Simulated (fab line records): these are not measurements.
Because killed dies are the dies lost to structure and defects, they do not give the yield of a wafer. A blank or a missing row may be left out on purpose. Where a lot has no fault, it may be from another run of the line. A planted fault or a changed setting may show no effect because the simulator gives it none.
What tool caused it? / flow sky130 / Sampling: 24 lots, 72 wafers, 5 of 708 route steps

## WHAT THE GAUGES READ, wafer by wafer
SKY_CONTACT_CD_MEAS_14 targets a cd of 170 nm. Usual: cd nm 169.7 nm, standard deviation 1.5.
lot=L074; measured=day 31 07:28; on=cd sem-01; cd nm (nm)=169.7 169.8 168.5; flag=
lot=L075; measured=day 31 13:48; on=cd sem-01; cd nm (nm)=170.8 170.2 170.1; flag=
lot=L076; measured=day 32 00:17; on=cd sem-01; cd nm (nm)=168.8 169.7 168.9; flag=
lot=L077; measured=day 32 07:54; on=cd sem-02; cd nm (nm)=167.6 168.1 168.3; flag=
lot=L078; measured=day 32 20:06; on=cd sem-01; cd nm (nm)=171.6 173.4 172.4; flag=
lot=L079; measured=day 33 02:31; on=cd sem-01; cd nm (nm)=168.9 167.8 168.4; flag=
lot=L081; measured=day 33 14:49; on=cd sem-02; cd nm (nm)=170.1 169.9 170.9; flag=
lot=L080; measured=day 33 22:42; on=cd sem-01; cd nm (nm)=169.9 171.2 169.8; flag=
lot=L082; measured=day 34 03:41; on=cd sem-01; cd nm (nm)=171.5 169.6 170.4; flag=
lot=L083; measured=day 34 23:38; on=cd sem-02; cd nm (nm)=171.6 173.2 171.6; flag=
lot=L084; measured=day 35 19:05; on=cd sem-02; cd nm (nm)=167.6 168.7 168.7; flag=
lot=L085; measured=day 35 20:50; on=cd sem-02; cd nm (nm)=167.1 166.4 167.0; flag=
lot=L086; measured=day 35 23:37; on=cd sem-02; cd nm (nm)=168.6 168.5 167.6; flag=
lot=L087; measured=day 36 01:02; on=cd sem-01; cd nm (nm)=170.8 170.5 171.1; flag=
lot=L088; measured=day 36 07:23; on=cd sem-01; cd nm (nm)=169.4 168.7 169.6; flag=
lot=L089; measured=day 36 11:35; on=cd sem-02; cd nm (nm)=169.5 169.7 168.7; flag=
lot=L090; measured=day 36 14:16; on=cd sem-02; cd nm (nm)=172.6 172.1 170.9; flag=
lot=L092; measured=day 37 06:40; on=cd sem-01; cd nm (nm)=168.6 170.3 169.2; flag=
lot=L091; measured=day 37 07:33; on=cd sem-02; cd nm (nm)=170.4 170.4 171.2; flag=
lot=L093; measured=day 37 11:47; on=cd sem-01; cd nm (nm)=169.4 170.1 169.3; flag=
lot=L094; measured=day 37 19:17; on=cd sem-01; cd nm (nm)=167.7 167.4 168.5; flag=
lot=L095; measured=day 38 00:44; on=cd sem-01; cd nm (nm)=168.3 169.3 169.2; flag=
lot=L096; measured=day 38 03:23; on=cd sem-01; cd nm (nm)=171.5 171.6 173.3; flag=
lot=L097; measured=day 38 15:59; on=cd sem-01; cd nm (nm)=170.0 169.3 169.5; flag=

SKY_CAPM_RS_MEAS_03: the measuring method here is four-point-probe. Usual: CAPM_TIN_RS 6.67 ohm/sq, standard deviation 0.08.
lot=L074; measured=day 36 03:14; on=film metro-02; CAPM_TIN_RS (ohm/sq)=6.69 6.89 6.74; flag=
lot=L075; measured=day 36 07:25; on=film metro-01; CAPM_TIN_RS (ohm/sq)=6.70 6.67 6.77; flag=
lot=L076; measured=day 36 18:02; on=film metro-01; CAPM_TIN_RS (ohm/sq)=6.83 6.59 6.71; flag=
lot=L077; measured=day 37 01:02; on=film metro-04; CAPM_TIN_RS (ohm/sq)=6.55 6.57 6.82; flag=
lot=L078; measured=day 37 13:19; on=film metro-02; CAPM_TIN_RS (ohm/sq)=6.81 6.65 6.67; flag=
lot=L079; measured=day 37 20:16; on=film metro-01; CAPM_TIN_RS (ohm/sq)=6.71 6.75 6.78; flag=
lot=L081; measured=day 38 07:23; on=film metro-02; CAPM_TIN_RS (ohm/sq)=6.61 6.60 6.62; flag=
lot=L080; measured=day 38 15:08; on=film metro-02; CAPM_TIN_RS (ohm/sq)=6.62 6.65 6.62; flag=
lot=L082; measured=day 38 19:49; on=film metro-04; CAPM_TIN_RS (ohm/sq)=6.62 6.53 6.68; flag=
lot=L083; measured=day 39 16:07; on=film metro-02; CAPM_TIN_RS (ohm/sq)=6.59 6.61 6.74; flag=
lot=L084; measured=day 40 09:53; on=film metro-01; CAPM_TIN_RS (ohm/sq)=6.82 6.71 6.68; flag=
lot=L085; measured=day 40 11:00; on=film metro-01; CAPM_TIN_RS (ohm/sq)=6.73 6.62 6.62; flag=
lot=L086; measured=day 40 14:04; on=film metro-01; CAPM_TIN_RS (ohm/sq)=6.60 6.55 6.66; flag=
lot=L087; measured=day 40 15:16; on=film metro-01; CAPM_TIN_RS (ohm/sq)=6.69 6.68 6.61; flag=
lot=L088; measured=day 40 20:40; on=film metro-01; CAPM_TIN_RS (ohm/sq)=6.59 6.69 6.67; flag=
lot=L089; measured=day 41 00:17; on=film metro-01; CAPM_TIN_RS (ohm/sq)=6.54 6.52 6.59; flag=
lot=L090; measured=day 41 02:27; on=film metro-02; CAPM_TIN_RS (ohm/sq)=6.60 6.51 6.68; flag=
lot=L092; measured=day 41 18:09; on=film metro-02; CAPM_TIN_RS (ohm/sq)=6.70 6.80 6.63; flag=
lot=L091; measured=day 41 18:42; on=film metro-02; CAPM_TIN_RS (ohm/sq)=6.69 6.84 6.74; flag=
lot=L093; measured=day 41 23:14; on=film metro-02; CAPM_TIN_RS (ohm/sq)=6.58 6.62 6.70; flag=
lot=L094; measured=day 42 07:24; on=film metro-04; CAPM_TIN_RS (ohm/sq)=6.48 6.68 6.64; flag=
lot=L095; measured=day 42 10:17; on=film metro-04; CAPM_TIN_RS (ohm/sq)=6.73 6.78 6.64; flag=
lot=L096; measured=day 42 13:35; on=film metro-02; CAPM_TIN_RS (ohm/sq)=6.54 6.64 6.53; flag=
lot=L097; measured=day 43 01:27; on=film metro-01; CAPM_TIN_RS (ohm/sq)=6.65 6.60 6.73; flag=

## TOOL THAT RAN EACH LOT (tool first, then ch and the chambers of the sampled wafers, then the start)
lot=L074; SKY_VIA1_ETCH_14=rie diel-02 ch 0,1,3, day 33 17:10; SKY_VIA1_ETCH_15=rie diel-02 ch 0,1,3, day 33 17:12; SKY_VIA2_CVD_21=cvd w-01 ch 0,1, day 36 02:16
lot=L075; SKY_VIA1_ETCH_14=rie diel-04 ch 0,3, day 33 22:31; SKY_VIA1_ETCH_15=rie diel-04 ch 0,3, day 33 22:33; SKY_VIA2_CVD_21=cvd w-02 ch 0, day 36 06:26
lot=L076; SKY_VIA1_ETCH_14=rie diel-02 ch 0,1,3, day 34 08:46; SKY_VIA1_ETCH_15=rie diel-02 ch 0,1,3, day 34 08:49; SKY_VIA2_CVD_21=cvd w-02 ch 0,1, day 36 17:05
lot=L077; SKY_VIA1_ETCH_14=rie diel-02 ch 0,1,3, day 34 16:15; SKY_VIA1_ETCH_15=rie diel-02 ch 0,1,3, day 34 16:17; SKY_VIA2_CVD_21=cvd w-01 ch 0,1, day 37 00:04
lot=L078; SKY_VIA1_ETCH_14=rie diel-01 ch 1,2,3, day 35 05:13; SKY_VIA1_ETCH_15=rie diel-01 ch 1,2,3, day 35 05:16; SKY_VIA2_CVD_21=cvd w-01 ch 0,1, day 37 12:20
lot=L079; SKY_VIA1_ETCH_14=rie diel-01 ch 0,1,2, day 35 11:58; SKY_VIA1_ETCH_15=rie diel-01 ch 0,1,2, day 35 12:00; SKY_VIA2_CVD_21=cvd w-02 ch 0,1, day 37 19:19
lot=L081; SKY_VIA1_ETCH_14=rie diel-04 ch 1,3, day 35 22:37; SKY_VIA1_ETCH_15=rie diel-04 ch 1,3, day 35 22:40; SKY_VIA2_CVD_21=cvd w-01 ch 0,1, day 38 06:24
lot=L080; SKY_VIA1_ETCH_14=rie diel-04 ch 0,1,3, day 36 06:10; SKY_VIA1_ETCH_15=rie diel-04 ch 0,1,3, day 36 06:13; SKY_VIA2_CVD_21=cvd w-02 ch 0,1, day 38 14:11
lot=L082; SKY_VIA1_ETCH_14=rie diel-01 ch 0,3, day 36 11:22; SKY_VIA1_ETCH_15=rie diel-01 ch 0,3, day 36 11:25; SKY_VIA2_CVD_21=cvd w-01 ch 0,1, day 38 18:52
lot=L083; SKY_VIA1_ETCH_14=rie diel-01 ch 1,2,3, day 37 07:27; SKY_VIA1_ETCH_15=rie diel-01 ch 1,2,3, day 37 07:29; SKY_VIA2_CVD_21=cvd w-01 ch 0,1, day 39 15:09
lot=L084; SKY_VIA1_ETCH_14=rie diel-04 ch 0,1, day 38 02:34; SKY_VIA1_ETCH_15=rie diel-04 ch 0,1, day 38 02:36; SKY_VIA2_CVD_21=cvd w-01 ch 0,1, day 40 08:55
lot=L085; SKY_VIA1_ETCH_14=rie diel-04 ch 0,2, day 38 04:12; SKY_VIA1_ETCH_15=rie diel-04 ch 0,2, day 38 04:14; SKY_VIA2_CVD_21=cvd w-01 ch 0,1, day 40 10:03
lot=L086; SKY_VIA1_ETCH_14=rie diel-02 ch 2,3, day 38 07:33; SKY_VIA1_ETCH_15=rie diel-02 ch 2,3, day 38 07:35; SKY_VIA2_CVD_21=cvd w-01 ch 0,1, day 40 13:07
lot=L087; SKY_VIA1_ETCH_14=rie diel-04 ch 1,2, day 38 08:28; SKY_VIA1_ETCH_15=rie diel-04 ch 1,2, day 38 08:30; SKY_VIA2_CVD_21=cvd w-02 ch 0,1, day 40 14:05
lot=L088; SKY_VIA1_ETCH_14=rie diel-04 ch 0,1,2, day 38 14:31; SKY_VIA1_ETCH_15=rie diel-04 ch 0,1,2, day 38 14:34; SKY_VIA2_CVD_21=cvd w-01 ch 0,1, day 40 19:42
lot=L089; SKY_VIA1_ETCH_14=rie diel-04 ch 0,1,2, day 38 18:24; SKY_VIA1_ETCH_15=rie diel-04 ch 0,1,2, day 38 18:26; SKY_VIA2_CVD_21=cvd w-01 ch 0,1, day 40 23:20
lot=L090; SKY_VIA1_ETCH_14=rie diel-02 ch 0,2, day 38 20:42; SKY_VIA1_ETCH_15=rie diel-02 ch 0,2, day 38 20:44; SKY_VIA2_CVD_21=cvd w-01 ch 0,1, day 41 01:30
lot=L092; SKY_VIA1_ETCH_14=rie diel-04 ch 0,1,3, day 39 12:37; SKY_VIA1_ETCH_15=rie diel-04 ch 0,1,3, day 39 12:40; SKY_VIA2_CVD_21=cvd w-01 ch 1, day 41 17:12
lot=L091; SKY_VIA1_ETCH_14=rie diel-04 ch 0,2, day 39 13:27; SKY_VIA1_ETCH_15=rie diel-04 ch 0,2, day 39 13:29; SKY_VIA2_CVD_21=cvd w-02 ch 1, day 41 17:43
lot=L093; SKY_VIA1_ETCH_14=rie diel-04 ch 0,1,2, day 39 17:16; SKY_VIA1_ETCH_15=rie diel-04 ch 0,1,2, day 39 17:19; SKY_VIA2_CVD_21=cvd w-01 ch 0,1, day 41 22:16
lot=L094; SKY_VIA1_ETCH_14=rie diel-01 ch 0,1, day 40 01:42; SKY_VIA1_ETCH_15=rie diel-01 ch 0,1, day 40 01:44; SKY_VIA2_CVD_21=cvd w-01 ch 0,1, day 42 06:27
lot=L095; SKY_VIA1_ETCH_14=rie diel-02 ch 0,1,3, day 40 06:01; SKY_VIA1_ETCH_15=rie diel-02 ch 0,1,3, day 40 06:04; SKY_VIA2_CVD_21=cvd w-02 ch 0,1, day 42 09:19
lot=L096; SKY_VIA1_ETCH_14=rie diel-01 ch 0,2,3, day 40 08:21; SKY_VIA1_ETCH_15=rie diel-01 ch 0,2,3, day 40 08:23; SKY_VIA2_CVD_21=cvd w-01 ch 1, day 42 12:31
lot=L097; SKY_VIA1_ETCH_14=rie diel-01 ch 0,2,3, day 40 20:43; SKY_VIA1_ETCH_15=rie diel-01 ch 0,2,3, day 40 20:46; SKY_VIA2_CVD_21=cvd w-02 ch 0,1, day 43 00:30
- SKY_VIA1_ETCH_14: etches BARC in N2/H2, stops on SiO2, time 45.9 s, target depth 60 nm.
- SKY_VIA1_ETCH_15: etches SiO2 in C4F8/O2/Ar, stops on TiN, target depth 351 nm, time 54 s.
- SKY_VIA2_CVD_21: deposits W, target thk 420 nm, time 126.4 s.

## WHAT THE TOOLS THEMSELVES READ (means of the sampled wafers that have a number; where no wafer has one, the mark that the record gives instead)
SKY_VIA1_ETCH_14. Usual: drypump motor current A 5.70 A, standard deviation 0.21; n2 flow sccm 100.0 sccm, standard deviation 0.33; oes product au 0.854 a.u., standard deviation 0.0049; throttle valve pct 13.225 %, standard deviation 0.0096.
lot=L074; tool=rie diel-02; drypump motor current A (A)=5.69; n2 flow sccm (sccm)=100.0; oes product au (a.u.)=0.856; throttle valve pct (%)=13.227; flag=
lot=L075; tool=rie diel-04; drypump motor current A (A)=5.69; n2 flow sccm (sccm)=99.8; oes product au (a.u.)=0.858; throttle valve pct (%)=13.233; flag=
lot=L076; tool=rie diel-02; drypump motor current A (A)=5.67; n2 flow sccm (sccm)=99.9; oes product au (a.u.)=0.855; throttle valve pct (%)=13.231; flag=
lot=L077; tool=rie diel-02; drypump motor current A (A)=5.72; n2 flow sccm (sccm)=100.3; oes product au (a.u.)=0.860; throttle valve pct (%)=13.216; flag=
lot=L078; tool=rie diel-01; drypump motor current A (A)=5.86; n2 flow sccm (sccm)=100.2; oes product au (a.u.)=0.851; throttle valve pct (%)=13.218; flag=
lot=L079; tool=rie diel-01; drypump motor current A (A)=5.79; n2 flow sccm (sccm)=99.9; oes product au (a.u.)=0.860; throttle valve pct (%)=13.223; flag=
lot=L081; tool=rie diel-04; drypump motor current A (A)=5.65; n2 flow sccm (sccm)=100.0; oes product au (a.u.)=0.851; throttle valve pct (%)=13.235; flag=
lot=L080; tool=rie diel-04; drypump motor current A (A)=5.68; n2 flow sccm (sccm)=100.1; oes product au (a.u.)=0.854; throttle valve pct (%)=13.217; flag=
lot=L082; tool=rie diel-01; drypump motor current A (A)=5.74; n2 flow sccm (sccm)=100.1; oes product au (a.u.)=0.852; throttle valve pct (%)=13.234; flag=
lot=L083; tool=rie diel-01; drypump motor current A (A)=5.86; n2 flow sccm (sccm)=100.0; oes product au (a.u.)=0.857; throttle valve pct (%)=13.226; flag=
lot=L084; tool=rie diel-04; drypump motor current A (A)=5.70; n2 flow sccm (sccm)=100.1; oes product au (a.u.)=0.854; throttle valve pct (%)=13.224; flag=
lot=L085; tool=rie diel-04; drypump motor current A (A)=5.57; n2 flow sccm (sccm)=100.1; oes product au (a.u.)=0.849; throttle valve pct (%)=13.222; flag=
lot=L086; tool=rie diel-02; drypump motor current A (A)=6.13; n2 flow sccm (sccm)=99.9; oes product au (a.u.)=0.852; throttle valve pct (%)=13.223; flag=
lot=L087; tool=rie diel-04; drypump motor current A (A)=5.53; n2 flow sccm (sccm)=99.8; oes product au (a.u.)=0.852; throttle valve pct (%)=13.225; flag=
lot=L088; tool=rie diel-04; drypump motor current A (A)=5.64; n2 flow sccm (sccm)=100.1; oes product au (a.u.)=0.852; throttle valve pct (%)=13.230; flag=
lot=L089; tool=rie diel-04; drypump motor current A (A)=5.63; n2 flow sccm (sccm)=99.9; oes product au (a.u.)=0.852; throttle valve pct (%)=13.225; flag=
lot=L090; tool=rie diel-02; drypump motor current A (A)=5.70; n2 flow sccm (sccm)=100.2; oes product au (a.u.)=0.854; throttle valve pct (%)=13.220; flag=
lot=L092; tool=rie diel-04; drypump motor current A (A)=5.68; n2 flow sccm (sccm)=100.0; oes product au (a.u.)=0.856; throttle valve pct (%)=13.237; flag=
lot=L091; tool=rie diel-04; drypump motor current A (A)=5.58; n2 flow sccm (sccm)=100.0; oes product au (a.u.)=0.856; throttle valve pct (%)=13.228; flag=
lot=L093; tool=rie diel-04; drypump motor current A (A)=5.63; n2 flow sccm (sccm)=99.8; oes product au (a.u.)=0.857; throttle valve pct (%)=13.231; flag=
lot=L094; tool=rie diel-01; drypump motor current A (A)=5.70; n2 flow sccm (sccm)=100.0; oes product au (a.u.)=0.855; throttle valve pct (%)=13.211; flag=
lot=L095; tool=rie diel-02; drypump motor current A (A)=5.67; n2 flow sccm (sccm)=100.4; oes product au (a.u.)=0.855; throttle valve pct (%)=13.231; flag=
lot=L096; tool=rie diel-01; drypump motor current A (A)=5.80; n2 flow sccm (sccm)=99.9; oes product au (a.u.)=0.856; throttle valve pct (%)=13.226; flag=
lot=L097; tool=rie diel-01; drypump motor current A (A)=5.80; n2 flow sccm (sccm)=100.2; oes product au (a.u.)=0.854; throttle valve pct (%)=13.228; flag=

SKY_VIA1_ETCH_15. Usual: oes product au 0.982 a.u., standard deviation 0.0071.
lot=L074; tool=rie diel-02; oes product au (a.u.)=0.976; flag=
lot=L075; tool=rie diel-04; oes product au (a.u.)=0.979; flag=
lot=L076; tool=rie diel-02; oes product au (a.u.)=0.976; flag=
lot=L077; tool=rie diel-02; oes product au (a.u.)=0.975; flag=
lot=L078; tool=rie diel-01; oes product au (a.u.)=0.979; flag=
lot=L079; tool=rie diel-01; oes product au (a.u.)=0.981; flag=
lot=L081; tool=rie diel-04; oes product au (a.u.)=0.985; flag=
lot=L080; tool=rie diel-04; oes product au (a.u.)=0.990; flag=
lot=L082; tool=rie diel-01; oes product au (a.u.)=0.984; flag=
lot=L083; tool=rie diel-01; oes product au (a.u.)=0.976; flag=
lot=L084; tool=rie diel-04; oes product au (a.u.)=0.991; flag=
lot=L085; tool=rie diel-04; oes product au (a.u.)=0.988; flag=
lot=L086; tool=rie diel-02; oes product au (a.u.)=0.978; flag=
lot=L087; tool=rie diel-04; oes product au (a.u.)=0.983; flag=
lot=L088; tool=rie diel-04; oes product au (a.u.)=0.985; flag=
lot=L089; tool=rie diel-04; oes product au (a.u.)=0.987; flag=
lot=L090; tool=rie diel-02; oes product au (a.u.)=0.972; flag=
lot=L092; tool=rie diel-04; oes product au (a.u.)=0.988; flag=
lot=L091; tool=rie diel-04; oes product au (a.u.)=0.989; flag=
lot=L093; tool=rie diel-04; oes product au (a.u.)=0.980; flag=
lot=L094; tool=rie diel-01; oes product au (a.u.)=0.972; flag=
lot=L095; tool=rie diel-02; oes product au (a.u.)=0.981; flag=
lot=L096; tool=rie diel-01; oes product au (a.u.)=0.983; flag=
lot=L097; tool=rie diel-01; oes product au (a.u.)=0.989; flag=

SKY_VIA2_CVD_21. Usual: heater power w 845 W, standard deviation 52; susceptor temp C 399.96 C, standard deviation 0.22.
lot=L074; tool=cvd w-01; heater power w (W)=851; susceptor temp C (C)=399.95; flag=
lot=L075; tool=cvd w-02; heater power w (W)=785; susceptor temp C (C)=399.85; flag=
lot=L076; tool=cvd w-02; heater power w (W)=902; susceptor temp C (C)=399.84; flag=
lot=L077; tool=cvd w-01; heater power w (W)=856; susceptor temp C (C)=399.78; flag=
lot=L078; tool=cvd w-01; heater power w (W)=823; susceptor temp C (C)=399.97; flag=
lot=L079; tool=cvd w-02; heater power w (W)=900; susceptor temp C (C)=399.92; flag=
lot=L081; tool=cvd w-01; heater power w (W)=840; susceptor temp C (C)=400.10; flag=
lot=L080; tool=cvd w-02; heater power w (W)=852; susceptor temp C (C)=400.01; flag=
lot=L082; tool=cvd w-01; heater power w (W)=849; susceptor temp C (C)=399.89; flag=
lot=L083; tool=cvd w-01; heater power w (W)=849; susceptor temp C (C)=399.94; flag=
lot=L084; tool=cvd w-01; heater power w (W)=840; susceptor temp C (C)=399.95; flag=
lot=L085; tool=cvd w-01; heater power w (W)=837; susceptor temp C (C)=399.80; flag=
lot=L086; tool=cvd w-01; heater power w (W)=842; susceptor temp C (C)=399.90; flag=
lot=L087; tool=cvd w-02; heater power w (W)=846; susceptor temp C (C)=400.05; flag=
lot=L088; tool=cvd w-01; heater power w (W)=833; susceptor temp C (C)=400.04; flag=
lot=L089; tool=cvd w-01; heater power w (W)=829; susceptor temp C (C)=399.94; flag=
lot=L090; tool=cvd w-01; heater power w (W)=846; susceptor temp C (C)=400.07; flag=
lot=L092; tool=cvd w-01; heater power w (W)=830; susceptor temp C (C)=399.79; flag=
lot=L091; tool=cvd w-02; heater power w (W)=915; susceptor temp C (C)=400.17; flag=
lot=L093; tool=cvd w-01; heater power w (W)=853; susceptor temp C (C)=400.08; flag=
lot=L094; tool=cvd w-01; heater power w (W)=851; susceptor temp C (C)=399.91; flag=
lot=L095; tool=cvd w-02; heater power w (W)=850; susceptor temp C (C)=400.08; flag=
lot=L096; tool=cvd w-01; heater power w (W)=838; susceptor temp C (C)=400.12; flag=
lot=L097; tool=cvd w-02; heater power w (W)=841; susceptor temp C (C)=399.92; flag=

## THE ANSWER, worked out from the rows above alone
Rule: lot off if the mean of its wafers having a number is beyond 3 standard deviations from the usual mean. A lot without any number at a reading at which 4 lots or more have one is off too. The other lots that the step has rows for count as sound. Order of review: gauges by route order, followed by the tools' own readings, for which a lot's mean as printed above is used. The first step at which some lot is off is used, and at that step the reading that is off furthest; a lot without a number counts as furthest.
Nothing can be told from this: no lot is off at any reading shown.

## WHAT WAS PUT IN BY THE SIMULATOR
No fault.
